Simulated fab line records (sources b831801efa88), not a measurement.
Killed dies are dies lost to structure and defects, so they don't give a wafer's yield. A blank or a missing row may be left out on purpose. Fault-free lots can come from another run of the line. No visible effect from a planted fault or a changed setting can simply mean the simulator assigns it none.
Problem report in the 8D (eight disciplines) form, filled by code ; flow gf180mcu ; the parts of the form that need people (team, actions taken, sign-off) are left out

## 1. PROBLEM STATEMENT
SALICIDE_TIN_RS at GF_SALICIDE_RS_MEAS_04 reads a mean of 17.81 ohm/sq on 1 wafer of 1 lot; wafers without a fault read 16.34 ohm/sq with a standard deviation of 0.29. Measured from the usual mean, that is +5.1 standard deviations.
The step: measures by four-point-probe.
Earliest sighting: wafer L832.5 on film-metro-01 at day 21 10:46. The record holds 39 wafers of 13 lots with a number at this step. The rule behind "out" and "out of limits": a value lying over 4 standard deviations away from the usual mean. The other wafers with a number count as sound.

## 2. WHAT THIS IS AND IS NOT
question;is;is not
which readings at this step;SALICIDE_TIN_RS;-
which lots;L832;L815, L816, L817, L818, L819, L821, L823, L824, L825, L826, L827, L838
which wafers of those lots;L832.5;L832.4, L832.6
read on which gauges;film-metro-01;film-metro-02, film-metro-04
when;from day 21 10:46;"up to then (35 sound wafers); but 3 sound wafers of L838 came after"

## 3. THE SUSPECTS, EACH WITH WHAT RULES IT OUT
Counting: any tool at a process step up to the reading remains a suspect provided it ran every lot that is out. Sound lots after the first of them don't rule it out here, since some wafers of a struck lot are sound.
- the gauge at GF_SALICIDE_RS_MEAS_04: kept. All the wafers that are out were read on film-metro-01, and no step on other tools shows them out.
- rtp-anneal-02 at GF_HV_LDD_RTA_52 (time 10 s): kept. It ran the lot that is out, L832 (day 18 04:43); its last sound lot up to then is L826 (day 15 23:09).
- pvd-sputter-04 at GF_SALICIDE_SPUTTER_02 (material Co, target thk 10 nm, time 20 s): kept. It ran the lot that is out, L832 (day 21 10:39); its last sound lot up to then is L826 (day 19 00:40).
Left after counting: rtp-anneal-02 at GF_HV_LDD_RTA_52, pvd-sputter-04 at GF_SALICIDE_SPUTTER_02, film-metro-01 at GF_SALICIDE_RS_MEAS_04.

## 4. THE CAUSE (what the simulator had put in)
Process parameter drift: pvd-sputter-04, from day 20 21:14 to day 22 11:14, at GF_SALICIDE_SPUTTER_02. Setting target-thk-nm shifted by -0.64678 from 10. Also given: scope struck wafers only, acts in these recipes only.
This tool is one of the 3 suspects left after counting.

## 5. SEQUENCE OF EFFECTS, ordered by route
Each row: a reading whose mean over the struck wafers that have a number lies more than 3 standard deviations from the usual. Only readings whose record carries a usual standard deviation are examined. hours: median over the lots of the time between each lot's start at the first step of this table that gives one and its start at this step. sigmas: the change, counted in usual standard deviations.
hours;step;reading;usual;on struck wafers;change;sigmas
0;GF_SALICIDE_RS_MEAS_04;SALICIDE_TIN_RS;16.34 ohm/sq;17.81;+1.47;+5.1

## 6. HOW IT WOULD HAVE BEEN CAUGHT EARLIER
Counted from the fault's start at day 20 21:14, it took 14 hours until the first out-of-limits reading at a measuring or inspecting step in this record, taken at day 21 10:46.
Tool readings at GF_SALICIDE_SPUTTER_02 with a usual standard deviation given in the record: none out on any struck wafer, hence no alarm at a limit of 4 standard deviations on them.
The start of GF_SALICIDE_SPUTTER_02 on pvd-sputter-04 came by day 21 10:46 for every one of the lots that are out (1). Tool hold at that time: it would have spared none of them.
